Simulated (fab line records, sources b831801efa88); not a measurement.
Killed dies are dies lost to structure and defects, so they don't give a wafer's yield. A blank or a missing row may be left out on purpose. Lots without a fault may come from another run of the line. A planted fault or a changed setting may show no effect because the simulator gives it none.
Which tool did it? | flow sky130 | 11 lots, 33 wafers sampled, at 5 steps of a route of 708

WHAT THE GAUGES READ, wafer by wafer
SKY_GATE_OXIDE_THK_MEAS_02.
lot  | measured     | on            | GATE_OXIDE_OXIDATION_00_THK (nm)
L909 | day 13 05:47 | film_metro-04 | 10.50 10.38 10.67
L910 | day 13 15:02 | film_metro-04 | 9.87 10.01 9.96
L912 | day 14 03:12 | film_metro-01 | 10.50 10.41 10.64
L913 | day 14 10:45 | film_metro-04 | 10.34 10.30 10.26
L915 | day 15 06:24 | film_metro-03 | 10.44 10.47 10.54
L921 | day 17 23:47 | film_metro-03 | 10.11 10.10 10.04
L923 | day 18 17:02 | film_metro-03 | 10.01 10.18 10.04
L924 | day 19 04:56 | film_metro-04 | 10.36 10.43 10.66
L925 | day 19 05:29 | film_metro-03 | 9.86 9.71 9.86
L929 | day 20 05:41 | film_metro-04 | 10.06 10.05 9.72
L932 | day 21 02:17 | film_metro-01 | 10.33 10.54 10.20

SKY_RES_PROTECT_TW_MEAS_08.
lot  | measured     | on            | POLY_GATE_TW
L909 | day 15 19:16 | film_metro-03 | 3962 3957 3969
L910 | day 16 03:50 | film_metro-04 | 4074 4078 4072
L912 | day 16 19:26 | film_metro-03 | 3989 4013 3988
L913 | day 17 01:59 | film_metro-04 | 4136 4103 4140
L915 | day 17 23:36 | film_metro-04 | 4115 4147 4145
L921 | day 20 15:11 | film_metro-04 | 4125 4129 4136
L923 | day 21 11:02 | film_metro-03 | 3638 3660 3647
L924 | day 21 22:32 | film_metro-04 | 3758 3760 3743
L925 | day 21 23:13 | film_metro-04 | 4094 4100 4105
L929 | day 22 23:35 | film_metro-02 | 4028 4051 4040
L932 | day 23 19:47 | film_metro-04 | 4119 4105 4087

SKY_POLY_GATE_THK_MEAS_04.
lot  | measured     | on            | POLY_GATE_CVD_03_THK (nm)
L909 | day 15 20:44 | film_metro-03 | 75.6 74.7 75.1
L910 | day 16 05:18 | film_metro-03 | 75.9 76.7 76.6
L912 | day 16 22:01 | film_metro-02 | 75.3 75.7 75.8
L913 | day 17 03:55 | film_metro-03 | 74.7 74.5 74.6
L915 | day 18 01:35 | film_metro-02 | 75.2 74.8 75.1
L921 | day 20 16:40 | film_metro-03 | 76.0 75.8 75.6
L923 | day 21 12:31 | film_metro-02 | 74.1 75.0 75.1
L924 | day 22 00:00 | film_metro-02 | 75.9 75.5 76.3
L925 | day 22 01:22 | film_metro-03 | 74.9 75.5 75.1
L929 | day 23 02:21 | film_metro-03 | 75.9 76.0 75.3
L932 | day 23 22:52 | film_metro-02 | 75.5 75.7 75.1

WHICH TOOL RAN EACH LOT (tool, then ch and the chambers of the sampled wafers, then the start)
lot  | SKY_POLY_GATE_IMPLANT_02        | SKY_RES_PROTECT_STRIP_07
L909 | implanter-01 ch 0, day 15 19:01 | plasma_asher-02 ch 0,1, day 15 19:10
L910 | implanter-04 ch 0, day 16 03:35 | plasma_asher-02 ch 0,1, day 16 03:44
L912 | implanter-04 ch 0, day 16 19:11 | plasma_asher-01 ch 0,1, day 16 19:20
L913 | implanter-02 ch 0, day 17 01:44 | plasma_asher-02 ch 0,1, day 17 01:53
L915 | implanter-01 ch 0, day 17 23:22 | plasma_asher-01 ch 0,1, day 17 23:29
L921 | implanter-04 ch 0, day 20 14:56 | plasma_asher-04 ch 0,1, day 20 15:05
L923 | implanter-04 ch 0, day 21 10:49 | plasma_asher-01 ch 0,1, day 21 10:56
L924 | implanter-04 ch 0, day 21 22:17 | plasma_asher-01 ch 0,1, day 21 22:26
L925 | implanter-01 ch 0, day 21 22:59 | plasma_asher-01 ch 0,1, day 21 23:07
L929 | implanter-01 ch 0, day 22 23:20 | plasma_asher-04 ch 0,1, day 22 23:29
L932 | implanter-01 ch 0, day 23 19:34 | plasma_asher-02 ch 0,1, day 23 19:41
- SKY_POLY_GATE_IMPLANT_02
- SKY_RES_PROTECT_STRIP_07: strips in O2/N2.

WHAT THE TOOLS THEMSELVES READ (means of the sampled wafers that have a number; where no wafer has one, the mark that the record gives instead)
SKY_POLY_GATE_IMPLANT_02.
lot  | tool         | beam_on_s (s) | dose_ions_cm2 | end_station_pressure_torr (Torr) | faraday_current_uA | tilt_deg (degrees)
L909 | implanter-01 | 31.9          | 7.707e+15     | 1.11e-05                         | 13260              | 0.013
L910 | implanter-04 | 33.1          | 7.695e+15     | 1.18e-05                         | 12818              | -0.002
L912 | implanter-04 | 33.3          | 7.711e+15     | 1.12e-05                         | 12734              | 0.007
L913 | implanter-02 | 36.6          | 7.703e+15     | 9.77e-06                         | 11614              | -0.006
L915 | implanter-01 | 33.4          | 7.714e+15     | 1.14e-05                         | 12665              | 0.015
L921 | implanter-04 | 32.9          | 7.700e+15     | 1.16e-05                         | 12853              | -0.005
L923 | implanter-04 | 12.4          | 2.917e+15     | 1.49e-05                         | 12890              | -0.027
L924 | implanter-04 | 12.1          | 2.932e+15     | 1.50e-05                         | 13147              | 0.003
L925 | implanter-01 | 32.8          | 7.697e+15     | 1.16e-05                         | 12894              | 0.014
L929 | implanter-01 | 32.2          | 7.702e+15     | 1.15e-05                         | 13150              | 0.000
L932 | implanter-01 | 32.5          | 7.694e+15     | 1.20e-05                         | 13088              | -0.009

SKY_RES_PROTECT_STRIP_07.
lot  | tool            | drypump_motor_current_A (A) | oes_product_au (a.u.) | strip_time_to_endpoint_s (s)
L909 | plasma_asher-02 | 5.7                         | 0.518                 | 23.26
L910 | plasma_asher-02 | 5.7                         | 0.522                 | 23.29
L912 | plasma_asher-01 | 5.9                         | 0.519                 | 23.35
L913 | plasma_asher-02 | 5.2                         | 0.521                 | 23.36
L915 | plasma_asher-01 | 5.9                         | 0.510                 | 23.30
L921 | plasma_asher-04 | 6.3                         | 0.525                 | 23.27
L923 | plasma_asher-01 | 5.9                         | 0.569                 | 19.55
L924 | plasma_asher-01 | 5.9                         | 0.575                 | 19.52
L925 | plasma_asher-01 | 5.7                         | 0.516                 | 23.36
L929 | plasma_asher-04 | 6.1                         | 0.518                 | 23.27
L932 | plasma_asher-02 | 5.7                         | 0.516                 | 23.30

THE ANSWER, worked out from the rows above alone
Rule: what is usual is taken from the lots themselves. Put in order of their means at a reading, lots are off if they are a third of the lots or fewer, leave a main group of 4 or more, and stand apart from it by a gap of 3 or more times the standard deviation of the main group's means; of several such gaps the widest counts. A main group whose means are all the same, to the digits that the tables above print for the reading, isn't used. A lot without any number at a reading at which 4 lots or more have one is off too. The other lots that the step has rows for count as sound. The gauges are gone through in route order, then the tools' own readings, and for those a lot's mean is taken as printed above. The first step at which some lot is off is used, and at that step the reading that is off furthest; a lot without a number counts as furthest.
Off: L923, L924, at SKY_RES_PROTECT_TW_MEAS_08 (POLY_GATE_TW). The main group: mean 4074, standard deviation 58.
A tool fits if, at a process step before that reading, it ran every lot that is off, and no sound lot after the first of them. The gauges at SKY_RES_PROTECT_TW_MEAS_08 aren't tried: what is off there is off at SKY_POLY_GATE_IMPLANT_02 too, on other tools, and a gauge's error can't cause that. One fits: implanter-04 at SKY_POLY_GATE_IMPLANT_02. Its last sound lot is L921 (day 20 14:56), its first lot that is off L923 (day 21 10:49): a fault that began between those two fits.
The tool's own readings at SKY_POLY_GATE_IMPLANT_02 bear it out: on the lots that are off they differ by more than 5 times the standard deviation of the sound lots' means. beam_on_s reads 12.2 s there against 33.2 s on the sound lots; dose_ions_cm2 reads 2.924e+15 there against 7.703e+15 on the sound lots; end_station_pressure_torr reads 1.50e-05 Torr there against 1.13e-05 Torr on the sound lots.

WHAT THE SIMULATOR HAD PUT IN
Process parameter drift: implanter-04, from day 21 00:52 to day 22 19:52, at SKY_POLY_GATE_IMPLANT_02. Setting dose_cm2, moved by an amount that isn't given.
Lots struck among those shown: L923, L924. The rule above found the same.
